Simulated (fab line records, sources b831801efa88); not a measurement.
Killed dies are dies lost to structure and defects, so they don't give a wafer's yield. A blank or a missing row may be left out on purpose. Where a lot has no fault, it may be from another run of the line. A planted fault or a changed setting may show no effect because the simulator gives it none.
Comparing a struck lot with a sound one	flow sky130	15 out of 708 route steps
Sound: wafers L331.1, L331.3, L331.6. Struck: wafers L334.1, L334.3, L334.6. The cause comes at the end.
For every step that has rows: the tool of each side, followed by ch and its chambers, followed by its first start. Under that, the readings that differ: sound wafers	struck wafers	difference of the means	sigmas: that difference in standard deviations of wafers without a fault.
alike: words and numbers the same on both sides, and readings whose means are apart by under 2 such deviations; not compared: readings that were withheld, readings missing a value for some wafer, numbers with overlapping values and no deviation given by the record, and bounds like >300 which may hide the same value.
The two part at a step that has a row with sigmas, a row that says differs or no value, or rows on one side only. Numbers that have no deviation but don't overlap get no sigmas and don't part them. A reading that every wafer of one side lacks parts them only if that side has two wafers or more.

SKY_CAPM_SPUTTER_02: material TiN, target thk 200 nm, time 166.7 s.
  struck on pvd-sputter-01, day 38 03:46; sound on pvd-sputter-04, day 37 00:47
  alike: throttle-valve-pct
SKY_CAPM_RS_MEAS_03: the measuring method here is four-point-probe.
  struck on film-metro-01, day 38 03:53; sound on film-metro-04, day 37 00:54
  alike: CAPM_TIN_RS
SKY_CAPM_THK_MEAS_04: measures by xrf.
  struck on film-metro-01, day 38 04:00; sound on film-metro-04, day 37 01:01
  alike: CAPM_TIN_THK
then, 7 steps without rows for these wafers: SKY_CAPM_DEHYDRATE_05 (time 60 s); SKY_CAPM_HMDS_06 (prime time 60 s); SKY_CAPM_COAT_07 (resist thk 1140 nm); SKY_CAPM_SOFTBAKE_08 (time 60 s); SKY_CAPM_EXPOSE_09 (exposes mask CAPM, target cd 1000 nm); SKY_CAPM_PEB_10; SKY_CAPM_DEVELOP_11 (develop time 60 s).
SKY_CAPM_OVL_MEAS_12:
  struck on overlay-01, day 39 04:11; sound on overlay-02, day 38 02:38
  alike: CAPM_OVL
SKY_CAPM_METAL_ETCH_13: etches TiN in Cl2/BCl3, stops on SiO2, target depth 220 nm, time 62.9 s.
  sound on rie-metal-03 ch 1, day 38 02:41; struck on rie-metal-04 ch 0,1, day 39 04:13
  alike: drypump-motor-current-A, oes-product-au, rf-fwd-power-W, throttle-valve-pct
  not compared: rf-hours-counter-h
SKY_CAPM_STRIP_14: strips in O2/N2.
  sound on plasma-asher-04 ch 0, day 38 02:50; struck on plasma-asher-04 ch 0,1, day 39 04:17
  no value came back on the struck wafers for any of 5 readings (chamber-pressure-mTorr (mTorr), drypump-motor-current-A (A) and others); on the sound wafers chamber-pressure-mTorr (mTorr) reads 1501.3 1501.2 1503.3
reading	sound	struck	difference	sigmas
model.NOVOLAK_of_CAPM_COAT_07.thk-nm (nm)	0 0 0	992.5 996 993.1	+993.9	
  not compared: rf-hours-counter-h
then, 1 step without rows for these wafers: SKY_CAPM_STRIP_15 (strips in post etch residue remover, time 1200 s).
-- the record jumps here: 8 days lie between the struck wafers' starts before and after (it left off in module CAPM and takes up again in module PAD_OPEN, whose first step shown is number 708 of the route) --
SKY_PAD_OPEN_PROBE_99:
  struck on prober-01, day 47 04:57; sound on prober-02, day 46 09:10
reading	sound	struck	difference	sigmas
killed_at_M0_to_M3	50 41 47	11 7 15	-35	-5
killed-at-contacts	12 19 20	3 8 4	-12	-2
killed-at-front-end	10 16 14	2 1 2	-12	-2
killed-at-other	0 0 1	474 472 467	+471	+99 or more
killed-dies	74 80 87	490 489 490	+409	+37
killed-on-rim	10 16 20	96 96 96	+81	+21
killed-open	47 38 48	7 6 14	-35	-4
killed-short	27 42 39	9 11 9	-26	-4
  alike: killed_at_M4_up

## WHERE THEY PART
Earliest at SKY_CAPM_STRIP_14; latest, in this record, at SKY_PAD_OPEN_PROBE_99.

WHY: the cause the simulator had injected
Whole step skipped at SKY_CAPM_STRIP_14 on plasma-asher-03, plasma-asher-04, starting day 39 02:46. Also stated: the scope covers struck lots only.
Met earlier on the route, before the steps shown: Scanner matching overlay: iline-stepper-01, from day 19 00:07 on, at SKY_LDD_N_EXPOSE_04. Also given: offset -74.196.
